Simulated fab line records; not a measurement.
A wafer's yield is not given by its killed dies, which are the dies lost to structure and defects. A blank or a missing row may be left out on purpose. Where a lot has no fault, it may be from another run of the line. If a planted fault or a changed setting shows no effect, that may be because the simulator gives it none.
Which of the tools did it?	flow sky130	6 lots, 18 wafers sampled, at 2 steps of a route of 708

== WHAT THE GAUGES SHOWED, per wafer ==
SKY_SPACER_THK_MEAS_01.
lot	measured	on	SPACER_CVD_00_THK (nm)
L930	day 23 08:03	filmMetro-02	42.6 42.9 43.1
L932	day 24 03:32	filmMetro-04	43.3 43.2 43.1
L934	day 24 21:02	filmMetro-02	40.1 39.6 39.5
L944	day 28 14:32	filmMetro-01	43.4 43.2 43.5
L946	day 29 14:53	filmMetro-02	42.9 42.7 42.7
L950	day 30 09:43	filmMetro-01	43.3 43.4 43.1

== EACH LOT AND THE TOOL THAT RAN IT (in order: tool; ch and the chambers of the sampled wafers; start) ==
lot	SKY_SPACER_CVD_00
L930	lpcvd-02 ch 1, day 23 06:49
L932	lpcvd-02 ch 1, day 24 02:20
L934	lpcvd-02 ch 1, day 24 19:50
L944	lpcvd-02 ch 0, day 28 12:44
L946	lpcvd-02 ch 1, day 29 13:40
L950	lpcvd-02 ch 0, day 30 08:30
- SKY_SPACER_CVD_00: deposits Si3N4 from DCS/NH3, target thk 43.1 nm, time 740 s.

== THE ANSWER, worked out from the rows above alone ==
Rule: what is usual is taken from the lots themselves. The widest of any qualifying gaps counts: lots, ordered by their means at a reading, are off when they make up no more than a third of the lots, leave a main group of 4 or more, and stand apart from it by 3 or more times the standard deviation of that group's means. If all means in a main group match to the digits the tables above print for the reading, that group is not used. A lot without any number at a reading at which 4 lots or more have one is off too. Where the step has rows for the other lots, those lots are counted as sound.
Off: L934, at SKY_SPACER_THK_MEAS_01 (SPACER_CVD_00_THK). Mean 43.1 nm and standard deviation 0.23 in the main group.
A tool fits if, at a process step before that reading, it ran every lot that is off, and no sound lot after the first of them. The gauges at SKY_SPACER_THK_MEAS_01 are tried like those tools. Not one of the candidates tried fits.

== WHAT WAS PUT IN BY THE SIMULATOR ==
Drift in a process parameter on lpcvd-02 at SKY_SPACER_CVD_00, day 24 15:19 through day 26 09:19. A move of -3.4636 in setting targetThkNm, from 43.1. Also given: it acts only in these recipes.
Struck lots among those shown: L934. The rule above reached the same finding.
